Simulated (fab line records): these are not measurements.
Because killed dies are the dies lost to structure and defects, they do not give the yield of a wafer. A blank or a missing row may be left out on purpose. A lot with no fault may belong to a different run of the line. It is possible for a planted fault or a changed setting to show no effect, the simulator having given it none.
Commonality check across tools || flow sky130 || 12 lots and 42 wafers in the sample

== REASON FOR OPENING ==
At SKY_SD_N_RS_MEAS_16 the reading SD_N_RS is flagged on 2 of 12 lots. Wafers without a fault read 68.59 ohm/sq, standard deviation 0.12.
Rule: a lot is flagged when every wafer of it that has a number lies more than 4 standard deviations from that mean, or none has a number. All remaining lots are regarded as sound.

{"lot": "L720", "measured": "day 29 06:23", "on": "film-metro-03", "SD_N_RS (ohm/sq), wafer by wafer": "68.48 68.73 68.53", "flag": ""}
{"lot": "L719", "measured": "day 29 06:41", "on": "film-metro-04", "SD_N_RS (ohm/sq), wafer by wafer": "68.57 68.73 68.68", "flag": ""}
{"lot": "L721", "measured": "day 29 14:26", "on": "film-metro-03", "SD_N_RS (ohm/sq), wafer by wafer": "68.51 68.21 68.48", "flag": ""}
{"lot": "L723", "measured": "day 29 20:59", "on": "film-metro-02", "SD_N_RS (ohm/sq), wafer by wafer": "68.57 68.46 68.60", "flag": ""}
{"lot": "L724", "measured": "day 29 21:40", "on": "film-metro-02", "SD_N_RS (ohm/sq), wafer by wafer": "68.65 68.78 68.77", "flag": ""}
{"lot": "L725", "measured": "day 30 15:49", "on": "film-metro-02", "SD_N_RS (ohm/sq), wafer by wafer": "68.62 68.70 68.56", "flag": ""}
{"lot": "L726", "measured": "day 31 06:29", "on": "film-metro-02", "SD_N_RS (ohm/sq), wafer by wafer": "68.29 68.55 68.53", "flag": ""}
{"lot": "L728", "measured": "day 31 11:51", "on": "film-metro-04", "SD_N_RS (ohm/sq), wafer by wafer": "68.53 68.61 68.74", "flag": ""}
{"lot": "L731", "measured": "day 32 12:07", "on": "film-metro-02", "SD_N_RS (ohm/sq), wafer by wafer": "68.62 68.40 68.42", "flag": ""}
{"lot": "L735", "measured": "day 33 18:13", "on": "film-metro-04", "SD_N_RS (ohm/sq), wafer by wafer": "51.70 51.76 51.73 51.74 51.88 51.76", "flag": "FLAGGED"}
{"lot": "L738", "measured": "day 34 14:45", "on": "film-metro-02", "SD_N_RS (ohm/sq), wafer by wafer": "51.88 51.74 51.84 51.84 51.69 51.72", "flag": "FLAGGED"}
{"lot": "L741", "measured": "day 36 14:34", "on": "film-metro-03", "SD_N_RS (ohm/sq), wafer by wafer": "68.40 68.45 68.54", "flag": ""}
On average the flagged lots read 51.77 ohm/sq, which is -16.82 ohm/sq against the usual, or -99 or more standard deviations.

== LOT BY LOT: THE TOOL USED ==
2 process steps preceding the reading are held in the record, out of 708 steps in the route. Every cell lists first the tool, next ch and the chambers used by the sampled wafers, and last the start.
{"lot": "L720", "flag": "", "SKY_POLY_CUT_ETCH_10": "rie-diel-03 ch 0,2, day 25 14:05", "SKY_SD_N_RTA_14": "rtp-anneal-02 ch 0, day 29 06:11"}
{"lot": "L719", "flag": "", "SKY_POLY_CUT_ETCH_10": "rie-diel-02 ch 0,2, day 25 15:44", "SKY_SD_N_RTA_14": "rtp-anneal-01 ch 0, day 29 06:30"}
{"lot": "L721", "flag": "", "SKY_POLY_CUT_ETCH_10": "rie-diel-02 ch 0,1, day 25 22:08", "SKY_SD_N_RTA_14": "rtp-anneal-01 ch 0, day 29 14:14"}
{"lot": "L723", "flag": "", "SKY_POLY_CUT_ETCH_10": "rie-diel-01 ch 1,3, day 26 06:14", "SKY_SD_N_RTA_14": "rtp-anneal-02 ch 0, day 29 20:49"}
{"lot": "L724", "flag": "", "SKY_POLY_CUT_ETCH_10": "rie-diel-03 ch 0,2, day 26 06:35", "SKY_SD_N_RTA_14": "rtp-anneal-01 ch 0, day 29 21:29"}
{"lot": "L725", "flag": "", "SKY_POLY_CUT_ETCH_10": "rie-diel-01 ch 0,3, day 27 00:26", "SKY_SD_N_RTA_14": "rtp-anneal-02 ch 0, day 30 15:37"}
{"lot": "L726", "flag": "", "SKY_POLY_CUT_ETCH_10": "rie-diel-01 ch 0,3, day 27 15:32", "SKY_SD_N_RTA_14": "rtp-anneal-02 ch 0, day 31 06:17"}
{"lot": "L728", "flag": "", "SKY_POLY_CUT_ETCH_10": "rie-diel-03 ch 1,3, day 27 23:05", "SKY_SD_N_RTA_14": "rtp-anneal-01 ch 0, day 31 11:40"}
{"lot": "L731", "flag": "", "SKY_POLY_CUT_ETCH_10": "rie-diel-01 ch 2,3, day 29 01:10", "SKY_SD_N_RTA_14": "rtp-anneal-02 ch 0, day 32 11:55"}
{"lot": "L735", "flag": "FLAGGED", "SKY_POLY_CUT_ETCH_10": "rie-diel-03 ch 0,1, day 30 08:17", "SKY_SD_N_RTA_14": "rtp-anneal-02 ch 0, day 33 18:01"}
{"lot": "L738", "flag": "FLAGGED", "SKY_POLY_CUT_ETCH_10": "rie-diel-02 ch 1,3, day 31 05:08", "SKY_SD_N_RTA_14": "rtp-anneal-02 ch 0, day 34 14:33"}
{"lot": "L741", "flag": "", "SKY_POLY_CUT_ETCH_10": "rie-diel-01 ch 2,3, day 33 08:08", "SKY_SD_N_RTA_14": "rtp-anneal-01 ch 0, day 36 14:23"}
What is done by these steps:
- SKY_POLY_CUT_ETCH_10: etches BARC in N2/H2, stops on SiO2, time 45.9 s, target depth 60 nm.
- SKY_SD_N_RTA_14: time 2 s.
- SKY_SD_N_RS_MEAS_16: measures by four-point-probe.

== FLAGGED AGAINST TOTAL, ONE TOOL AT A TIME (gauges that did the reading follow at the end) ==
{"step": "SKY_POLY_CUT_ETCH_10", "tool": "rie-diel-01", "lots run": 5, "flagged": 0, "share of the flagged lots": "none", "sound lots run after its first flagged lot": "-"}
{"step": "SKY_POLY_CUT_ETCH_10", "tool": "rie-diel-02", "lots run": 3, "flagged": 1, "share of the flagged lots": "some", "sound lots run after its first flagged lot": 0}
{"step": "SKY_POLY_CUT_ETCH_10", "tool": "rie-diel-03", "lots run": 4, "flagged": 1, "share of the flagged lots": "some", "sound lots run after its first flagged lot": 0}
{"step": "SKY_SD_N_RTA_14", "tool": "rtp-anneal-01", "lots run": 5, "flagged": 0, "share of the flagged lots": "none", "sound lots run after its first flagged lot": "-"}
{"step": "SKY_SD_N_RTA_14", "tool": "rtp-anneal-02", "lots run": 7, "flagged": 2, "share of the flagged lots": "all", "sound lots run after its first flagged lot": 0}
{"step": "SKY_SD_N_RS_MEAS_16", "tool": "film-metro-02", "lots run": 6, "flagged": 1, "share of the flagged lots": "some", "sound lots run after its first flagged lot": 0}
{"step": "SKY_SD_N_RS_MEAS_16", "tool": "film-metro-03", "lots run": 3, "flagged": 0, "share of the flagged lots": "none", "sound lots run after its first flagged lot": "-"}
{"step": "SKY_SD_N_RS_MEAS_16", "tool": "film-metro-04", "lots run": 3, "flagged": 1, "share of the flagged lots": "some", "sound lots run after its first flagged lot": 0}

== WHAT IS ALLOWED BY THE TABLE ==
1 row of the table ran every flagged lot: rtp-anneal-02 at SKY_SD_N_RTA_14.
- rtp-anneal-02 at SKY_SD_N_RTA_14: 2 of its 7 lots flagged. Last sound lot L731 at day 32 11:55, first flagged lot L735 at day 33 18:01; a fault beginning in between fits.
Left over: one tool, rtp-anneal-02 at SKY_SD_N_RTA_14.

== WHAT THE SIMULATOR HAD PUT IN ==
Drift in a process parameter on rtp-anneal-02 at SKY_SD_N_RTA_14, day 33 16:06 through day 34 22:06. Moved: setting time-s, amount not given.
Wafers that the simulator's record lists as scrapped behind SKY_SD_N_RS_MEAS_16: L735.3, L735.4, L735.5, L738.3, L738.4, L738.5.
Shown lots that were struck: L735, L738. The rule above reached the same finding.
